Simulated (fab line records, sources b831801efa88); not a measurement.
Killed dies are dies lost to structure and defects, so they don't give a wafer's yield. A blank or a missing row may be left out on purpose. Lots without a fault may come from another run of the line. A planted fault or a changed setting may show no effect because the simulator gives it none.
Which tool did it? | flow sky130 | 13 lots, 39 wafers sampled, at 4 steps of a route of 708

WHAT THE GAUGES READ, wafer by wafer
SKY_LOCAL_INTERCONNECT_THK_MEAS_02: measures by xrf.
lot  | measured     | on            | LOCAL_INTERCONNECT_TIN_THK (nm)
L758 | day 28 23:16 | film_metro-01 | 101.8 101.7 101.8
L760 | day 29 19:19 | film_metro-04 | 101.8 103.5 103.5
L762 | day 30 13:31 | film_metro-04 | 102.0 101.5 100.9
L764 | day 31 07:38 | film_metro-02 | 101.7 101.1 101.9
L769 | day 33 01:59 | film_metro-04 | 102.4 102.1 102.3
L770 | day 33 07:02 | film_metro-04 | 102.3 102.8 102.2
L773 | day 34 06:14 | film_metro-01 | 98.9 97.7 99.9
L774 | day 34 14:18 | film_metro-01 | 100.8 98.8 100.4
L776 | day 34 18:10 | film_metro-04 | 102.6 101.9 101.9
L775 | day 34 22:45 | film_metro-02 | 101.5 100.7 101.0
L779 | day 35 20:34 | film_metro-04 | 98.0 100.3 99.4
L780 | day 36 08:41 | film_metro-01 | 102.4 103.1 103.4
L781 | day 36 17:14 | film_metro-02 | 101.5 100.7 102.1

SKY_METAL2_OVL_MEAS_16.
lot  | measured     | on         | METAL2_OVL (nm)
L758 | day 34 19:51 | overlay-02 | 5 0 10
L760 | day 35 17:31 | overlay-01 | 13 5 12
L762 | day 36 10:03 | overlay-01 | 7 15 0
L764 | day 37 02:53 | overlay-01 | 3 7 -2
L769 | day 38 18:19 | overlay-02 | 9 2 6
L770 | day 39 00:16 | overlay-01 | 0 11 1
L773 | day 39 23:09 | overlay-01 | -3 -4 9
L774 | day 40 06:11 | overlay-02 | -2 7 7
L776 | day 40 09:57 | overlay-01 | 1 -7 6
L775 | day 40 14:24 | overlay-02 | 0 7 8
L779 | day 41 10:09 | overlay-02 | -5 3 4
L780 | day 41 20:26 | overlay-01 | 15 9 15
L781 | day 42 03:26 | overlay-01 | -1 0 10

WHICH TOOL RAN EACH LOT (tool, then ch and the chambers of the sampled wafers, then the start)
lot  | SKY_LOCAL_INTERCONNECT_SPUTTER_00 | SKY_VIA1_SOFTBAKE_08
L758 | pvd_sputter-01, day 28 23:04      | litho_track-04 ch 0, day 33 02:00
L760 | pvd_sputter-04, day 29 19:08      | litho_track-02 ch 0, day 33 23:00
L762 | pvd_sputter-01, day 30 13:20      | litho_track-04 ch 0, day 34 15:00
L764 | pvd_sputter-01, day 31 07:26      | litho_track-02 ch 0, day 35 09:00
L769 | pvd_sputter-01, day 33 01:49      | litho_track-04 ch 0, day 37 03:00
L770 | pvd_sputter-01, day 33 06:50      | litho_track-04 ch 0, day 37 08:00
L773 | pvd_sputter-04, day 34 06:02      | litho_track-03 ch 0, day 38 08:00
L774 | pvd_sputter-04, day 34 14:07      | litho_track-02 ch 0, day 38 15:00
L776 | pvd_sputter-01, day 34 17:59      | litho_track-03 ch 0, day 38 18:00
L775 | pvd_sputter-01, day 34 22:34      | litho_track-03 ch 0, day 38 23:00
L779 | pvd_sputter-04, day 35 20:22      | litho_track-03 ch 0, day 39 19:00
L780 | pvd_sputter-02, day 36 08:30      | litho_track-03 ch 0, day 40 06:00
L781 | pvd_sputter-01, day 36 17:03      | litho_track-04 ch 0, day 40 14:00
- SKY_LOCAL_INTERCONNECT_SPUTTER_00: material TiN, target thk 100 nm, time 83.3 s.
- SKY_VIA1_SOFTBAKE_08: time 90 s.

WHAT THE TOOLS THEMSELVES READ (means of the sampled wafers that have a number; where no wafer has one, the mark that the record gives instead)
SKY_LOCAL_INTERCONNECT_SPUTTER_00.
lot  | tool           | susceptor_temp_C (C) | throttle_valve_pct (%)
L758 | pvd_sputter-01 | 300.00               | 31.0
L760 | pvd_sputter-04 | 299.90               | 30.7
L762 | pvd_sputter-01 | 300.06               | 29.9
L764 | pvd_sputter-01 | 299.97               | 29.9
L769 | pvd_sputter-01 | 300.01               | 29.2
L770 | pvd_sputter-01 | 299.83               | 30.6
L773 | pvd_sputter-04 | 300.04               | 30.0
L774 | pvd_sputter-04 | 300.12               | 30.1
L776 | pvd_sputter-01 | 300.06               | 30.3
L775 | pvd_sputter-01 | 299.79               | 30.0
L779 | pvd_sputter-04 | 300.13               | 29.5
L780 | pvd_sputter-02 | 299.95               | 31.1
L781 | pvd_sputter-01 | 299.97               | 28.8

SKY_VIA1_SOFTBAKE_08.
lot  | tool           | heater_power_total_W (W) | plate_temp_C (C)
L758 | litho_track-04 | 57.37                    | 100.00
L760 | litho_track-02 | 57.37                    | 99.98
L762 | litho_track-04 | 57.27                    | 99.88
L764 | litho_track-02 | 57.35                    | 100.02
L769 | litho_track-04 | 54.33                    | 96.19
L770 | litho_track-04 | 54.35                    | 95.99
L773 | litho_track-03 | 57.47                    | 99.96
L774 | litho_track-02 | 57.37                    | 100.06
L776 | litho_track-03 | 57.34                    | 100.04
L775 | litho_track-03 | 57.36                    | 99.91
L779 | litho_track-03 | 57.45                    | 99.92
L780 | litho_track-03 | 57.38                    | 100.01
L781 | litho_track-04 | 57.33                    | 99.72

THE ANSWER, worked out from the rows above alone
Rule: what is usual is taken from the lots themselves. Put in order of their means at a reading, lots are off if they are a third of the lots or fewer, leave a main group of 4 or more, and stand apart from it by a gap of 3 or more times the standard deviation of the main group's means; of several such gaps the widest counts. A main group whose means are all the same, to the digits that the tables above print for the reading, isn't used. A lot without any number at a reading at which 4 lots or more have one is off too. The other lots that the step has rows for count as sound. The gauges are gone through in route order, then the tools' own readings, and for those a lot's mean is taken as printed above. The first step at which some lot is off is used, and at that step the reading that is off furthest; a lot without a number counts as furthest.
Off: L769, L770, at SKY_VIA1_SOFTBAKE_08 (heater_power_total_W). The main group: mean 57.37 W, standard deviation 0.052.
A tool fits if, at that step or a process step before it, it ran every lot that is off, and no sound lot after the first of them. None of those tried fits.

WHAT THE SIMULATOR HAD PUT IN
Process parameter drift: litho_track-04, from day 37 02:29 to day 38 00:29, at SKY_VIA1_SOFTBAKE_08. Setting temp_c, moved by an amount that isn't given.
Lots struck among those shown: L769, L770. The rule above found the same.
